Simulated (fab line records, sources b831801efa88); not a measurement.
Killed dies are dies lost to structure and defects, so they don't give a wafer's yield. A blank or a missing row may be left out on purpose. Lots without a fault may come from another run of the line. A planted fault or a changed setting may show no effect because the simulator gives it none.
A struck lot beside a sound one | flow sfq_line | 37 steps out of a route of 325
Sound: wafers L269.1, L269.4, L269.5. Struck: wafers L282.1, L282.6. (L282.4 of the same lot was not struck and is left out.) The cause comes at the end.
At each step with rows: each side's tool, then ch and its chambers, then its first start. Under that, the readings that differ: sound wafers | struck wafers | difference of the means | sigmas: that difference in standard deviations of wafers without a fault.
alike: readings whose means differ by less than 2 such deviations, and words and numbers that are the same on both sides. not compared: withheld readings, readings that some wafer has no value for, bounds like >300 that may hide the same value, and numbers for which the record gives no deviation and whose values overlap.
The two part at a step that has a row with sigmas, a row that says differs or no value, or rows on one side only. Numbers that don't overlap but have no deviation are shown without sigmas and don't part them. A reading that every wafer of one side lacks parts them only if that side has two wafers or more.

SFQ_R5_THK_MEAS_934: measures by xrf.
  sound on film_metro-03, day 57 17:23; struck on film_metro-01, day 67 02:46
  reading          | sound          | struck    | difference | sigmas
  R5_MONX_THK (nm) | 38.6 38.3 38.5 | 40.1 39.7 | +1.4       | +3
then, 6 steps without rows for these wafers: SFQ_TRILAYER_R5_LITHO_COAT_141 (resist thk 62 nm); SFQ_TRILAYER_R5_LITHO_COAT_136 (resist thk 600 nm); SFQ_TRILAYER_R5_LITHO_SOFTBAKE_140; SFQ_TRILAYER_R5_LITHO_EXPOSE_137 (exposes mask R5, target cd 500 nm); SFQ_TRILAYER_R5_LITHO_PEB_139 (peb time 60 s); SFQ_TRILAYER_R5_LITHO_DEVELOP_138 (time 60 s).
SFQ_R5_OVL_MEAS_935:
  sound on overlay-01, day 63 00:37; struck on overlay-02, day 67 19:01
  alike: R5_OVL
then, 1 step without rows for these wafers: SFQ_TRILAYER_R5_BARC_OPEN_METAL_ETCH_177 (etches BARC in O2, target depth 125 nm, time 41.7 s).
SFQ_TRILAYER_R5_ETCH_METAL_ETCH_139: etches the open film in Cl2, stops on SiO2, target depth 60 nm, time 40 s.
  sound on rie_metal-03 ch 0,1, day 63 00:43; struck on rie_metal-02 ch 0,1, day 67 19:06
  alike: drypump_motor_current_A, oes_product_au
  not compared: rf_hours_counter_h
SFQ_TRILAYER_R5_STRIP_STRIP_140: strips in O2.
  sound on rie_metal-03 ch 0,1, day 63 00:46; struck on rie_metal-02 ch 0,1, day 67 19:10
  alike: drypump_motor_current_A, oes_product_au
  not compared: rf_hours_counter_h
then, 1 step without rows for these wafers: SFQ_TRILAYER_R5_STRIP_SOLV_CLEAN_141 (cleans in NMP, time 600 s).
SFQ_TRILAYER_A5C_DEP_PECVD_142: deposits SiO2 from SiH4/N2O, time 15.556 s, target thk 70 nm.
  sound on pecvd-04 ch 0,1, day 63 01:32; struck on pecvd-01 ch 1,2, day 67 19:56
  reading                                              | sound             | struck      | difference | sigmas
  model.SiO2_of_TRILAYER_A5C_DEP_PECVD_142.thk_nm (nm) | 70.32 71.55 71.69 | 119.3 122.3 | +49.6      |
  alike: chamber_pressure_Torr, heater_power_w, throttle_valve_pct
then, 6 steps without rows for these wafers: SFQ_TRILAYER_I5_LITHO_COAT_149 (resist thk 62 nm); SFQ_TRILAYER_I5_LITHO_COAT_144 (resist thk 650 nm); SFQ_TRILAYER_I5_LITHO_SOFTBAKE_148; SFQ_TRILAYER_I5_LITHO_EXPOSE_145 (exposes mask I5, target cd 700 nm); SFQ_TRILAYER_I5_LITHO_PEB_147 (peb time 60 s); SFQ_TRILAYER_I5_LITHO_DEVELOP_146 (time 60 s).
-- the record jumps here: 4 days lie between the struck wafers' starts before and after --
SFQ_I5_OVL_MEAS_936:
  sound on overlay-01, day 63 03:49; struck on overlay-01, day 71 22:19
  alike: I5_OVL
then, 10 steps without rows for these wafers: SFQ_TRILAYER_I5_BARC_OPEN_VIA_ETCH_200 (etches BARC in O2, target depth 125 nm, time 41.7 s); SFQ_TRILAYER_I5_ETCH_VIA_ETCH_147 (etches the open film in CHF3, stops on Nb, target depth 360 nm); SFQ_TRILAYER_I5_STRIP_STRIP_148 (strips in O2); SFQ_TRILAYER_I5_STRIP_SOLV_CLEAN_149 (cleans in NMP, time 600 s); SFQ_TRILAYER_C5_LITHO_COAT_156 (resist thk 62 nm); SFQ_TRILAYER_C5_LITHO_COAT_151 (resist thk 650 nm); SFQ_TRILAYER_C5_LITHO_SOFTBAKE_155; SFQ_TRILAYER_C5_LITHO_EXPOSE_152 (exposes mask C5, target cd 500 nm); SFQ_TRILAYER_C5_LITHO_PEB_154 (peb time 60 s); SFQ_TRILAYER_C5_LITHO_DEVELOP_153 (time 60 s).
-- the record jumps here: 4 days lie between the struck wafers' starts before and after --
SFQ_C5_OVL_MEAS_937:
  sound on overlay-02, day 68 02:13; struck on overlay-02, day 76 03:22
  alike: C5_OVL
SFQ_TRILAYER_C5_BARC_OPEN_VIA_ETCH_210: etches BARC in O2, target depth 125 nm, time 41.7 s.
  sound on rie_diel-01 ch 0,2,3, day 68 02:14; struck on rie_diel-02 ch 1, day 76 03:23
  alike: drypump_motor_current_A, oes_product_au
  not compared: rf_hours_counter_h
SFQ_TRILAYER_C5_ETCH_VIA_ETCH_154: etches SiO2 in CHF3, stops on Nb, target depth 84 nm.
  sound on rie_diel-01 ch 0,2,3, day 68 02:17; struck on rie_diel-02 ch 1, day 76 03:26
  reading                        | sound             | struck      | difference | sigmas
  oes_product_au (a.u.)          | 0.901 0.902 0.897 | 0.993 1.002 | +0.098     | +12
  model.etch.depth_nm (nm)       | 70.32 71.55 71.69 | 83.41 83.33 | +12.18     |
  model.C5.feature_depth_nm (nm) | 70.32 71.55 71.69 | 83.41 83.33 | +12.18     |
  alike: drypump_motor_current_A
SFQ_TRILAYER_C5_STRIP_STRIP_155: strips in O2.
  sound on rie_metal-03 ch 0,1, day 68 02:20; struck on rie_metal-04 ch 0,1, day 76 03:29
  alike: drypump_motor_current_A, oes_product_au
  not compared: rf_hours_counter_h
then, 1 step without rows for these wafers: SFQ_TRILAYER_C5_STRIP_SOLV_CLEAN_156 (cleans in NMP, time 600 s).
SFQ_TRILAYER_M6_DEP_PRE_CLEAN_158: time 22.5 s.
  sound on pvd_sputter-06, day 68 03:08; struck on pvd_sputter-06, day 76 04:16
  reading                                              | sound             | struck      | difference | sigmas
  model.SiO2_of_TRILAYER_A5C_DEP_PECVD_142.thk_nm (nm) | 62.82 64.05 64.19 | 111.8 114.8 | +49.6      |
SFQ_TRILAYER_M6_DEP_SPUTTER_157: material Nb, target thk 200 nm, time 133.3 s.
  sound on pvd_sputter-06, day 68 03:10; struck on pvd_sputter-06, day 76 04:17
  alike: substrate_temp_c, throttle_valve_pct

WHERE THEY PART
First at SFQ_R5_THK_MEAS_934; last, within this record, at SFQ_TRILAYER_C5_ETCH_VIA_ETCH_154. Later steps at which nothing parts them and some readings are alike: SFQ_TRILAYER_C5_STRIP_STRIP_155, SFQ_TRILAYER_M6_DEP_SPUTTER_157.

WHY: what the simulator had put in
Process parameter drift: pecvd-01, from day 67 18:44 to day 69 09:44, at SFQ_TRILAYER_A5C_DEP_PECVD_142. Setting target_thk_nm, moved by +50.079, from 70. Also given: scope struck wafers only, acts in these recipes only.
